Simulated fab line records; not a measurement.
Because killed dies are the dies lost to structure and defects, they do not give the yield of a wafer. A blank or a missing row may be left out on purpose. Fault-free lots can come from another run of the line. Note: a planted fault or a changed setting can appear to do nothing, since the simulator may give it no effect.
A lot that was struck, set against a sound lot || flow gf180mcu || 14 steps out of a route of 602
Sound: these wafers, L236.2, L236.4, L236.6. Wafers L235.1, L235.4, L235.6 were the ones struck. The cause comes at the end.
Order at every step that has rows: each side's tool, ch and its chambers, its first start. Under that, the readings that differ: sound wafers || struck wafers || difference of the means || sigmas: that difference in standard deviations of wafers without a fault.
alike: same words and numbers on both sides, and readings whose means sit less than 2 such deviations apart. not compared: any withheld reading, any reading some wafer has no value for, any bound like >300 that may hide the same value, and any number with overlapping values for which the record gives no deviation.
Wherever a step has rows on one side only, a row that says differs or no value, or a row with sigmas, the two part there. When numbers do not overlap yet have no deviation, they are printed without sigmas and do not part them. Lack of a reading on every wafer of one side parts them only where that side has two or more wafers.

GF_V1_CMP_26: polishes, stops on SiO2, t overpolish 15 s, target thk 0 nm.
  sound on cmp-02 ch 0,1,3, day 21 13:37; struck on cmp-01 ch 0,2, day 20 22:26
  alike: motor_current_A, overpolish_run_s, time_to_endpoint_s
then, 1 step without rows for these wafers: GF_M2_SPUTTER_00 (material Ti, target thk 37.5 nm, time 150 s).
GF_M2_SPUTTER_01: material TiN, target thk 30 nm, time 25 s.
  sound on pvd_sputter-04, day 21 14:01; struck on pvd_sputter-04, day 20 22:47
  alike: throttle_valve_pct
GF_M2_SPUTTER_02: material AlCu, target thk 450 nm, time 23.9 s.
  sound on pvd_sputter-04, day 21 14:02; struck on pvd_sputter-04, day 20 22:49
  alike: throttle_valve_pct
GF_M2_SPUTTER_03: material Ti, target thk 10 nm, time 6.7 s.
  sound on pvd_sputter-04, day 21 14:04; struck on pvd_sputter-04, day 20 22:51
  alike: throttle_valve_pct
GF_M2_SPUTTER_04: material TiN, target thk 50 nm, time 41.7 s.
  sound on pvd_sputter-04, day 21 14:05; struck on pvd_sputter-04, day 20 22:53
  alike: throttle_valve_pct
GF_M2_RS_MEAS_05: measures by four-point-probe.
  sound on film_metro-02, day 21 14:09; struck on film_metro-01, day 20 22:55
  alike: M2_ALCU_RS
GF_M2_THK_MEAS_06: measures by xrf.
  sound on film_metro-02, day 21 14:16; struck on film_metro-01, day 20 23:02
  alike: M2_ALCU_THK
then, 4 steps without rows for these wafers: GF_M2_DEHYDRATE_07 (time 60 s); GF_M2_HMDS_08 (prime time 60 s); GF_M2_COAT_09 (resist thk 1000 nm); GF_M2_SOFTBAKE_10 (time 60 s).
GF_M2_EXPOSE_11: exposes mask Metal2, target cd 280 nm.
  struck on krf_scanner-01, day 21 10:41; sound on krf_scanner-02 ch 0, day 22 01:58
  no value came back on the struck wafers for exposure_dose_mJ_cm2, focus_offset_nm (nm); on the sound wafers exposure_dose_mJ_cm2 reads 27.993 27.987 27.971
  alike: mask
then, 1 step without rows for these wafers: GF_M2_PEB_12 (peb time 90 s).

WHERE THEY PART
Only at GF_M2_EXPOSE_11, as far as this record shows.

WHY: what the simulator had put in
Beginning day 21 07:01, the whole step at GF_M2_EXPOSE_11 was skipped on krf_scanner-01. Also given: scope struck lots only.
